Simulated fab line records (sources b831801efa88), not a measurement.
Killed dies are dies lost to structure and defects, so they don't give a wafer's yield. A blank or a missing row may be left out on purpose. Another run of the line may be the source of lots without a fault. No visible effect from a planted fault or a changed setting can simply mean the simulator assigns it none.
A struck lot beside a sound one	flow sky130	26 out of 708 route steps
Sound: these wafers, L627.2, L627.3, L627.6. Struck: wafers L623.2, L623.5, L623.6. The cause is named last.
For every step that has rows: the tool of each side, followed by ch and its chambers, followed by its first start. Under that, the readings that differ: sound wafers	struck wafers	difference of the means	sigmas: that difference in standard deviations of wafers without a fault.
alike: a reading whose means differ by less than 2 such deviations, as well as words and numbers matching on both sides. not compared: withheld readings; readings where some wafer has no value; bounds like >300 that might hide an equal value; numbers whose values overlap and for which the record gives no deviation.
The two part at a step that has a row with sigmas, a row that says differs or no value, or rows on one side only. Numbers that have no deviation but don't overlap get no sigmas and don't part them. A reading that every wafer of one side lacks parts them only if that side has two wafers or more.

first, 10 steps without rows for these wafers: SKY_LOCAL_INTERCONNECT_SOFTBAKE_07 (time 90 s); SKY_LOCAL_INTERCONNECT_EXPOSE_08 (exposes mask LI1M, target cd 170 nm); SKY_LOCAL_INTERCONNECT_PEB_09; SKY_LOCAL_INTERCONNECT_DEVELOP_10 (develop time 60 s); SKY_LOCAL_INTERCONNECT_ETCH_13 (etches BARC in N2/H2, stops on SiO2, time 45.9 s, target depth 60 nm); SKY_LOCAL_INTERCONNECT_METAL_ETCH_14 (etches TiN in Cl2/BCl3, stops on PSG, target depth 110 nm, time 31.4 s); SKY_LOCAL_INTERCONNECT_STRIP_15 (strips in O2/N2); SKY_LOCAL_INTERCONNECT_STRIP_16 (strips in post etch residue remover, time 1200 s); SKY_LOCAL_INTERCONNECT_CLEAN_17 (cleans in IPA, time 180 s); SKY_LOCAL_INTERCONNECT_CLEAN_18 (cleans in O3/DIW).
SKY_CONTACT_CVD_00: deposits Si3N4, target thk 75 nm.
  sound on pecvd-03 ch 1,2, day 34 10:51; struck on pecvd-04 ch 0,1,2, day 32 23:49
  no value came back on the struck wafers for heater power outer w (W), heater power w (W), susceptor temp C (C); on the sound wafers heater power outer w (W) reads 418 405 416
then, 12 steps without rows for these wafers: SKY_CONTACT_HDPCVD_02 (deposits SiO2, target thk 565 nm, time 94.2 s); SKY_CONTACT_CMP_04 (polishes SiO2); SKY_CONTACT_DEHYDRATE_06 (time 60 s); SKY_CONTACT_HMDS_07 (prime time 60 s); SKY_CONTACT_COAT_08 (resist thk 60 nm); SKY_CONTACT_COAT_09 (resist thk 450 nm); SKY_CONTACT_SOFTBAKE_10 (time 90 s); SKY_CONTACT_EXPOSE_11 (exposes mask CTM1, target cd 170 nm); SKY_CONTACT_PEB_12; SKY_CONTACT_DEVELOP_13 (develop time 60 s); SKY_CONTACT_ETCH_16 (etches BARC in N2/H2, stops on SiO2, time 45.9 s, target depth 60 nm); SKY_CONTACT_ETCH_17 (etches SiO2 in C4F8/O2/Ar, stops on Si3N4, target depth 340 nm).
SKY_CONTACT_ETCH_18: etches Si3N4 in CHF3/O2, stops on TiN, time 39 s, target depth 75 nm.
  sound on rie diel-04 ch 1,2; struck on rie diel-01 ch 0,1,3
reading	sound	struck	difference	sigmas
oes product au (a.u.)	0.851 0.846 0.859	0.383 0.378 0.369	-0.475	-63
throttle valve pct (%)	8.772 8.806 8.799	8.664 8.665 8.683	-0.122	-13
model.etch.depth nm (nm)	74.23 73.73 74.85	0 0 0	-74	
  alike: drypump motor current A
  not compared: rf hours counter h
then, 1 step without rows for these wafers: SKY_CONTACT_STRIP_19 (strips in O2/N2).
-- the record jumps here: 15 days lie between the struck wafers' starts before and after (it left off in module CONTACT and takes up again in module PAD_OPEN, whose first step shown is number 708 of the route) --
SKY_PAD_OPEN_PROBE_99:
  struck on prober-02, day 47 16:35; sound on prober-02, day 48 19:43
reading	sound	struck	difference	sigmas
killed at contacts	27 29 22	435 439 421	+406	+83
killed dies	91 88 88	492 492 492	+403	+46
killed on rim	10 20 18	96 96 96	+80	+22
  alike: killed_at_M0_to_M3, killed_at_M4_up, killed at front end, killed at other, killed open, killed short

## WHERE THEY PART
First at SKY_CONTACT_CVD_00; last, within this record, at SKY_PAD_OPEN_PROBE_99.

WHY: what the simulator had put in
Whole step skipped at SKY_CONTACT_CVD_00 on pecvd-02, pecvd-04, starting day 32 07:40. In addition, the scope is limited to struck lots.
